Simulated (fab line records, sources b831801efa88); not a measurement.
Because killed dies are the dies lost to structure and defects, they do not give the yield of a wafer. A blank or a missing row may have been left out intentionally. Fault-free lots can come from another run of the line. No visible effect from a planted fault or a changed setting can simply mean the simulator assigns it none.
Which of the tools did it? -- flow sky130 -- 12 lots with 35 wafers sampled at 5 steps, on a route of 708 steps

## WHAT THE GAUGES READ, wafer by wafer
SKY_SONOS_ONO_THK_MEAS_05. Usual: for SONOS_ONO_CVD_04_THK the level is 5.70 nm and the standard deviation is 0.082.
lot,measured,on,SONOS_ONO_CVD_04_THK (nm),flag
L377,day 13 03:13,filmMetro-03,5.66 5.62 5.68,
L379,day 13 06:02,filmMetro-04,5.79 5.85 5.76,
L378,day 13 10:17,filmMetro-03,5.79 5.77 5.78,
L380,day 13 23:40,filmMetro-02,5.69 5.84 5.71,
L382,day 14 00:54,filmMetro-03,5.74 5.83 5.91,
L383,day 14 12:53,filmMetro-04,5.57 5.63,
L392,day 17 01:39,filmMetro-03,5.71 5.62 5.71,
L393,day 17 12:22,filmMetro-04,5.70 5.71 5.61,
L394,day 17 19:01,filmMetro-04,5.79 5.72 5.67,
L396,day 18 05:02,filmMetro-04,5.62 5.55 5.56,
L397,day 18 18:41,filmMetro-03,5.59 5.60 5.59,
L399,day 19 00:26,filmMetro-04,5.79 5.70 5.75,

SKY_LI_CONTACT_CD_MEAS_12: the cd target is 170 nm. Usual: cdNm reads 170.0 nm (standard deviation 1.4).
lot,measured,on,cdNm (nm),flag
L377,day 30 19:41,cdSem-02,169.2 167.6 167.7,
L379,day 30 21:10,cdSem-02,169.8 171.2 171.1,
L378,day 30 23:29,cdSem-02,169.6 170.4 168.1,
L380,day 31 14:52,cdSem-01,164.9 170.5 164.1,
L382,day 31 13:25,cdSem-01,168.5 168.5 161.6,
L383,day 31 23:57,cdSem-02,169.2 164.4,
L392,day 34 13:11,cdSem-02,169.6 171.0 170.4,
L393,day 34 22:11,cdSem-02,172.4 171.8 173.5,
L394,day 35 06:05,cdSem-01,171.0 170.9 170.5,
L396,day 35 16:16,cdSem-01,170.2 171.5 170.6,
L397,day 36 03:29,cdSem-02,168.1 168.8 169.2,
L399,day 36 06:47,cdSem-01,172.3 171.4 170.2,

## EACH LOT AND THE TOOL THAT RAN IT (in order: tool; ch and the chambers of the sampled wafers; start)
lot,SKY_VT_ADJUST_HVTR_STRIP_10,SKY_VT_ADJUST_PCH_STRIP_09,SKY_LI_CONTACT_EXPOSE_09
L377,"plasmaAsher-01 ch 0,1, day 10 17:36","plasmaAsher-02 ch 0,1, day 11 16:45","krfScanner-02 ch 0, day 30 06:13"
L379,"plasmaAsher-03 ch 0,1, day 11 00:47","plasmaAsher-02 ch 0,1, day 12 00:13","krfScanner-02 ch 0, day 30 07:43"
L378,"plasmaAsher-01 ch 1, day 11 02:30","plasmaAsher-02 ch 0,1, day 12 01:39","krfScanner-02 ch 0, day 30 10:10"
L380,"plasmaAsher-03 ch 0,1, day 11 13:10","plasmaAsher-04 ch 0,1, day 12 12:48","krfScanner-02 ch 0, day 31 00:50"
L382,"plasmaAsher-03 ch 0,1, day 11 15:29","plasmaAsher-04 ch 0,1, day 12 15:05","krfScanner-02 ch 0, day 30 23:50"
L383,"plasmaAsher-03 ch 0,1, day 12 05:07","plasmaAsher-04 ch 0,1, day 13 06:16","krfScanner-02 ch 0, day 31 09:51"
L392,"plasmaAsher-03 ch 0, day 14 12:57","plasmaAsher-01 ch 1, day 15 15:13","krfScanner-02 ch 0, day 34 00:31"
L393,"plasmaAsher-04 ch 0,1, day 14 22:48","plasmaAsher-02 ch 0,1, day 16 01:35","krfScanner-01 ch 0, day 34 09:26"
L394,"plasmaAsher-03 ch 0,1, day 15 03:43","plasmaAsher-02 ch 0,1, day 16 06:38","krfScanner-02 ch 0, day 34 16:53"
L396,"plasmaAsher-03 ch 0,1, day 15 12:26","plasmaAsher-04 ch 0,1, day 16 16:13","krfScanner-02 ch 0, day 35 02:50"
L397,"plasmaAsher-01 ch 0,1, day 16 00:37","plasmaAsher-02 ch 0,1, day 17 05:26","krfScanner-02 ch 0, day 35 15:13"
L399,"plasmaAsher-04 ch 0,1, day 16 10:06","plasmaAsher-01 ch 0,1, day 17 14:33","krfScanner-01 ch 0, day 35 18:27"
- SKY_VT_ADJUST_HVTR_STRIP_10: strips in O2/N2.
- SKY_VT_ADJUST_PCH_STRIP_09: strips in O2/N2.
- SKY_LI_CONTACT_EXPOSE_09: exposes mask LICM1, target cd 170 nm.

## WHAT THE TOOLS THEMSELVES READ (means of the sampled wafers that have a number; where no wafer has one, the mark that the record gives instead)
SKY_VT_ADJUST_HVTR_STRIP_10. Usual: drypumpMotorCurrentA 5.6 A, standard deviation 0.45; oesProductAu 0.716 a.u., standard deviation 0.0044; stripTimeToEndpointS 14.16 s, standard deviation 0.038.
lot,tool,drypumpMotorCurrentA (A),oesProductAu (a.u.),stripTimeToEndpointS (s),flag
L377,plasmaAsher-01,5.5,0.715,14.15,
L379,plasmaAsher-03,6.0,0.718,14.08,
L378,plasmaAsher-01,4.9,0.715,14.17,
L380,plasmaAsher-03,6.0,0.716,14.16,
L382,plasmaAsher-03,5.8,0.715,14.15,
L383,plasmaAsher-03,5.9,0.722,14.16,
L392,plasmaAsher-03,6.2,0.715,14.19,
L393,plasmaAsher-04,5.6,0.717,14.24,
L394,plasmaAsher-03,5.8,0.718,14.13,
L396,plasmaAsher-03,6.0,0.719,14.16,
L397,plasmaAsher-01,5.5,0.711,14.16,
L399,plasmaAsher-04,5.3,0.719,14.14,

SKY_VT_ADJUST_PCH_STRIP_09. Usual: drypumpMotorCurrentA 5.7 A, standard deviation 0.59; oesProductAu 0.722 a.u., standard deviation 0.0047; stripTimeToEndpointS 36.88 s, standard deviation 0.11.
lot,tool,drypumpMotorCurrentA (A),oesProductAu (a.u.),stripTimeToEndpointS (s),flag
L377,plasmaAsher-02,6.4,0.716,36.91,
L379,plasmaAsher-02,6.0,0.722,36.99,
L378,plasmaAsher-02,6.0,0.720,36.92,
L380,plasmaAsher-04,5.3,0.720,36.82,
L382,plasmaAsher-04,5.3,0.722,36.85,
L383,plasmaAsher-04,5.4,0.727,37.06,
L392,plasmaAsher-01,4.9,0.723,36.81,
L393,plasmaAsher-02,6.4,0.723,36.84,
L394,plasmaAsher-02,6.4,0.724,36.86,
L396,plasmaAsher-04,5.6,0.723,36.88,
L397,plasmaAsher-02,6.0,0.726,36.66,
L399,plasmaAsher-01,5.5,0.722,36.96,

SKY_LI_CONTACT_EXPOSE_09. Usual: stageVelMmS 500.02 mm/s, standard deviation 0.23.
lot,tool,stageVelMmS (mm/s),flag
L377,krfScanner-02,499.74,
L379,krfScanner-02,500.17,
L378,krfScanner-02,499.81,
L380,krfScanner-02,500.02,
L382,krfScanner-02,499.79,
L383,krfScanner-02,499.88,
L392,krfScanner-02,499.75,
L393,krfScanner-01,500.43,
L394,krfScanner-02,500.15,
L396,krfScanner-02,499.95,
L397,krfScanner-02,500.12,
L399,krfScanner-01,500.10,

## THE ANSWER, worked out from the rows above alone
Rule: lot off if the mean of its wafers having a number is beyond 3 standard deviations from the usual mean. Also off: a lot with no number at a reading for which 4 or more lots have one. The other lots that the step has rows for count as sound. First the gauges in route order, then the tools' own readings, where a lot's mean is used as printed above. At the first step where some lot is off, the reading lying furthest off is the one used; lots without a number count as furthest.
None of the lots is off at any reading shown; this tells nothing.

## WHAT THE SIMULATOR HAD PUT IN
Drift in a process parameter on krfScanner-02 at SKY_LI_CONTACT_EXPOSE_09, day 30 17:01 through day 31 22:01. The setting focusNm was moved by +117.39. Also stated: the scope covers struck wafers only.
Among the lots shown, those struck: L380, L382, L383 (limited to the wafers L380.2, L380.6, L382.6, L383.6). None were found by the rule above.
